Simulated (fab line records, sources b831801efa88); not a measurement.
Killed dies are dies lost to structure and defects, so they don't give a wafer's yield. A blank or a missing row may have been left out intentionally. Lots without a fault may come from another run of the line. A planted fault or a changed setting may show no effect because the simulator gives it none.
8D (eight disciplines) problem report, filled in by code :: flow gf180mcu :: the parts of the form that need people (team, actions taken, sign-off) are left out

1. WHAT IS WRONG
LVPWELL_TW at GF_LVPWELL_TW_MEAS_11 reads a mean of 524 on 6 wafers of 2 lots; wafers without a fault read 556 with a standard deviation of 5.4. Measured from the usual mean, that is -6.0 standard deviations.
Seen first at day 6 10:48 on filmMetro-01, wafer L954.1. Wafers with a number at this step in the record: 39, from 13 lots. By rule, "out" or "out of limits" means more than 4 standard deviations away from the usual mean. The other wafers with a number count as sound.

2. WHAT THIS IS AND IS NOT
question: which readings at this step
is: LVPWELL_TW
is not: -

question: which lots
is: L954, L957
is not: L943, L945, L948, L952, L959, L960, L961, L962, L963, L964, L965

question: which wafers of those lots
is: all that have a number
is not: -

question: read on which gauges
is: filmMetro-01
is not: filmMetro-02, filmMetro-03

question: when
is: from day 6 10:48
is not: up to then (12 sound wafers); but 21 sound wafers of L959, L960, L961, L962, L963, L964, L965 came after

3. WHAT RULES OUT EACH SUSPECT
Counting: a tool at a process step up to the reading stays a suspect if it ran every lot that is out and no sound lot after the first of them.
- the gauge at GF_LVPWELL_TW_MEAS_11 has been ruled out. All the wafers that are out were read on filmMetro-01, but those of them that GF_LVPWELL_IMPLANT_08 has rows for are out there too, on other tools.
- implanter-02 at GF_LVPWELL_IMPLANT_08: kept. It processed each lot that is out, first L954 at day 6 10:24, and no sound lot thereafter; up to then, the last sound lot it processed was L945 at day 4 09:13. Its own doseIonsCm2, faradayCurrentUA readings are out on those wafers.
After counting, what remains is implanter-02 at GF_LVPWELL_IMPLANT_08.

4. THE CAUSE (what the simulator had put in)
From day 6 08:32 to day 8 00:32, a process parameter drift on implanter-02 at GF_LVPWELL_IMPLANT_08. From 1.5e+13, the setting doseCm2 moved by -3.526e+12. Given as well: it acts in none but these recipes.
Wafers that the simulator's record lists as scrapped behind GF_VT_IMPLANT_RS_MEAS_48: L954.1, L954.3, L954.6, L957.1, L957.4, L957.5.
After counting, this tool was the only one left.

5. THE EFFECT CHAIN, in route order
One row per reading whose mean, taken over the struck wafers that have a number, lies over 3 standard deviations from the usual. Only readings for which the record gives a usual standard deviation are gone through. hours: the time from each lot's start at the first step in this table that gives one to its start at this step, as a median over the lots. sigmas: the change in usual standard deviations.
hours: 0
step: GF_LVPWELL_IMPLANT_08
reading: doseIonsCm2
usual: 1.5003e+13
on struck wafers: 1.1474e+13
change: -3.5293e+12
sigmas: -99 or more

hours: 0
step: GF_LVPWELL_IMPLANT_08
reading: faradayCurrentUA
usual: 84.8
on struck wafers: 65.2
change: -19.6
sigmas: -13

hours: 0
step: GF_LVPWELL_TW_MEAS_11
reading: LVPWELL_TW
usual: 556
on struck wafers: 524
change: -32
sigmas: -6.0

hours: 103
step: GF_VT_IMPLANT_RS_MEAS_48
reading: LVPWELL_RS
usual: 1197 ohm/sq
on struck wafers: 1370
change: +172
sigmas: +51
It contains these process steps:
- GF_LVPWELL_IMPLANT_08
At these later measuring or inspecting steps, every struck wafer for which the step has a row has a number for every such reading, and none has moved that far: GF_VT_IMPLANT_RS_MEAS_46.

6. HOW IT WOULD HAVE BEEN CAUGHT EARLIER
The first out-of-limits reading at a measuring or inspecting step in this record came at day 6 10:48, 2 hours after the fault's start at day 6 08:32.
Tool's own readings at GF_LVPWELL_IMPLANT_08, doseIonsCm2, faradayCurrentUA: out on all struck wafers the step has rows for; an alarm limit on them would have tripped on the first.
Lots out: 2; of these, L957 started GF_LVPWELL_IMPLANT_08 on implanter-02 after day 6 10:48. It would have been spared by a hold on the tool at that moment.
